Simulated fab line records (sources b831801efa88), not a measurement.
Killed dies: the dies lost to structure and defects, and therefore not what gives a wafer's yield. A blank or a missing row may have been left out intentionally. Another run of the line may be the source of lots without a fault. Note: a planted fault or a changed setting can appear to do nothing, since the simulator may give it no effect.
The same fault as seen by 2 desks	flow gf180mcu	what lay behind the numbers comes last; until then each desk has only its own

## TOOL OWNER'S DESK, litho track-03
The tool's own readings at GF_HV_LDD_COAT_41 (resist thk 1000 nm): means of the sampled wafers that have a number, for each lot that ran on this tool. If a lot's mean is further than 4 standard deviations from the usual mean, the lot is out of limits and carries the mark OUT (the distance appears in the brackets).
Columns: A = exhaust pa at GF_HV_LDD_COAT_41, usual 45.1 Pa
lot	first seen here	A
L737	day 11 23:37	46.1
L738	day 12 09:01	44.5
L745	day 14 08:42	45.7
L758	day 19 08:47	44.4
Result from this desk: across the 4 lots, nothing is out of limits.

## METROLOGY DESK
What the gauges read for every lot (on any tool): the sampled wafers with a number, averaged. If a lot's mean is further than 4 standard deviations from the usual mean, the lot is out of limits and carries the mark OUT (the distance appears in the brackets).
Columns: A = POLY_GATE_OVL at GF_POLY_GATE_OVL_MEAS_11, usual 1 nm; B = cd nm at GF_HV_LDD_CD_MEAS_07, usual 399.9 nm; C = cd nm at GF_HV_LDD_CD_MEAS_46, usual 398.9 nm; D = HV_LDD_03_OVL at GF_HV_LDD_OVL_MEAS_47, usual -0.7 nm
lot	first seen here	A	B	C	D
L737	day 9 04:59	-3	400.0	401.9	-1.2
L738	day 9 12:54	-3	402.1	398.8	-0.2
L740	day 10 01:22	4	400.4	395.5	-1.0
L745	day 11 08:32	-2	397.7	392.4	-1.6
L750	day 13 02:41	-4	398.6	397.8	-1.0
L751	day 13 09:35	-2	400.3	399.4	-1.3
L753	day 13 19:08	2	400.7	403.1	-0.4
L754	day 14 05:55	5	397.3	402.6	-2.0
L756	day 15 06:14	-2	402.5	400.3	-3.1
L757	day 15 08:08	3	399.1	399.0	-1.8
L758	day 15 20:28	4	404.5	398.8	1.6
L759	day 15 20:42	3	401.0	397.2	-0.5
L760	day 16 02:42	-2	399.1	399.9	-1.1
Result from this desk: across the 13 lots, nothing is out of limits.

## BROUGHT TOGETHER
The tool owner's desk saw nothing out of limits.
From the metrology desk's view, nothing was out of limits.

## WHAT HAD BEEN PUT IN BY THE SIMULATOR
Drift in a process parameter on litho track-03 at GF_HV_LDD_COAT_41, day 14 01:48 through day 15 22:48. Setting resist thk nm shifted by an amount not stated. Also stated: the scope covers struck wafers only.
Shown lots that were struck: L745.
